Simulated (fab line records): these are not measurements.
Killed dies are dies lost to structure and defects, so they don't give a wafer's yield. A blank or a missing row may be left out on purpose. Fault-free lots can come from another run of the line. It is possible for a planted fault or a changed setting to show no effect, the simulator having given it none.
Chamber matching -- flow sky130 -- SKY_FIELD_ISO_ETCH_17 on rie_si-01 has 4 sister chambers
The step etches Si in HBr/Cl2/O2, target depth 342 nm, time 97.7 s. 16 wafers are shown with their chamber, then 8 later ones without.

== WAFERS PAIRED WITH THEIR CHAMBERS ==
wafer,chamber,drypump_motor_current_A (A),oes_product_au (a.u.),throttle_valve_pct (%)
L705.1,3,6.1,1.007,25.644
L705.4,2,5.8,1.004,25.655
L705.5,3,6.0,1.021,25.647
L709.1,2,5.8,1.002,25.643
L709.3,3,6.1,1.005,25.655
L709.6,1,5.0,1.002,25.638
L712.3,0,5.4,1.011,25.645
L712.4,1,5.0,1.006,25.648
L712.6,2,5.8,1.003,25.647
L714.2,0,5.4,1.000,25.667
L714.4,2,5.8,0.998,25.666
L714.6,3,6.1,1.003,25.659
L716.1,0,5.4,1.003,25.647
L716.3,1,5.0,1.004,25.665
L716.6,0,5.4,1.003,25.646
L717.2,0,5.4,0.998,25.657

SIGNATURES (averages over the wafers above)
reading,chamber 0,chamber 1,chamber 2,chamber 3,scatter within a chamber
drypump_motor_current_A,5.400,5.000,5.800,6.075,0.025
oes_product_au,1.00300,1.00400,1.00175,1.00900,0.00522
throttle_valve_pct,25.65240,25.65033,25.65275,25.65125,0.00994
Rule: a wafer lies at a distance from a chamber equal to the root of the sum of squares, over the readings, of (its reading less the chamber's mean, divided by the reading's scatter). If the next closest chamber is less than 2 further off than the closest, the wafer can't be placed; otherwise it belongs to the closest. How the scatter is found: for the shown wafers, subtract from each reading the mean of its chamber, square and add these, divide the total by (wafers less chambers), then take the root.

== WAFERS MISSING THEIR CHAMBER ==
wafer,drypump_motor_current_A (A),oes_product_au (a.u.),throttle_valve_pct (%)
L717.3,5.8,1.014,25.645
L717.5,5.4,1.002,25.643
L722.1,6.1,1.001,25.658
L722.2,5.0,1.005,25.648
L722.3,5.4,1.005,25.630
L724.1,5.8,1.006,25.663
L724.3,6.1,1.011,25.656
L724.4,5.0,1.010,25.645

== WHICH CHAMBER EACH ONE RAN IN ==
wafer,from the rows above,in truth
L717.3,2,2
L717.5,0,0
L722.1,3,3
L722.2,1,1
L722.3,0,0
L724.1,2,2
L724.3,3,3
L724.4,1,1
Correctly placed: 8 of 8. Can't be placed from these rows: 0. Number placed wrongly: 0.
